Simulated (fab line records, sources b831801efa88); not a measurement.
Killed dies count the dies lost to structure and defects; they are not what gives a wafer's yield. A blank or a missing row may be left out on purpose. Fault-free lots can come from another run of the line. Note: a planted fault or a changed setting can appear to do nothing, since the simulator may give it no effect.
Chamber matching / flow gf180mcu / GF_V5_CMP_26 on cmp-01 has 4 sister chambers
The step polishes, stops on SiO2, t overpolish 15 s, target thk 0 nm. 4 wafers are shown with their chamber, then 7 later ones without.

EACH WAFER AND ITS CHAMBER
wafer=L180.2; chamber=3; motorCurrentA (A)=9.8
wafer=L181.2; chamber=2; motorCurrentA (A)=10.6
wafer=L182.3; chamber=1; motorCurrentA (A)=11.5
wafer=L182.5; chamber=0; motorCurrentA (A)=10.7

WAFERS MISSING THEIR CHAMBER
wafer=L182.6; motorCurrentA (A)=9.5
wafer=L184.1; motorCurrentA (A)=9.5
wafer=L184.5; motorCurrentA (A)=10.2
wafer=L184.6; motorCurrentA (A)=10.3
wafer=L186.2; motorCurrentA (A)=10.3
wafer=L186.4; motorCurrentA (A)=11.1
wafer=L186.5; motorCurrentA (A)=11.2

CHAMBER TAKEN BY EACH
wafer=L182.6; from the rows above=3; in truth=3
wafer=L184.1; from the rows above=3; in truth=3
wafer=L184.5; from the rows above=can't be placed: 3 or 2 or 0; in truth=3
wafer=L184.6; from the rows above=can't be placed: 2 or 0 or 3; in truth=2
wafer=L186.2; from the rows above=can't be placed: 2 or 0 or 3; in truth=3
wafer=L186.4; from the rows above=can't be placed: 0 or 1 or 2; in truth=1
wafer=L186.5; from the rows above=can't be placed: 1 or 0 or 2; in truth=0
2 of 7 placed correctly. Not placeable from these rows: 5 (in 5, the candidates include the true chamber). Placed wrongly: 0.
How it was worked out, from the rows above alone: a wafer's distance from a chamber is the root of the sum, over the readings, of the square of ((its reading less the chamber's mean) divided by the reading's scatter). If the next closest chamber is less than 2 further off than the closest, the wafer can't be placed; otherwise it belongs to the closest. A chamber's mean is the mean of its shown wafers. The scatter: with one shown wafer a chamber, the root of the mean of the squares of how far each hidden wafer lies from its nearest shown one.
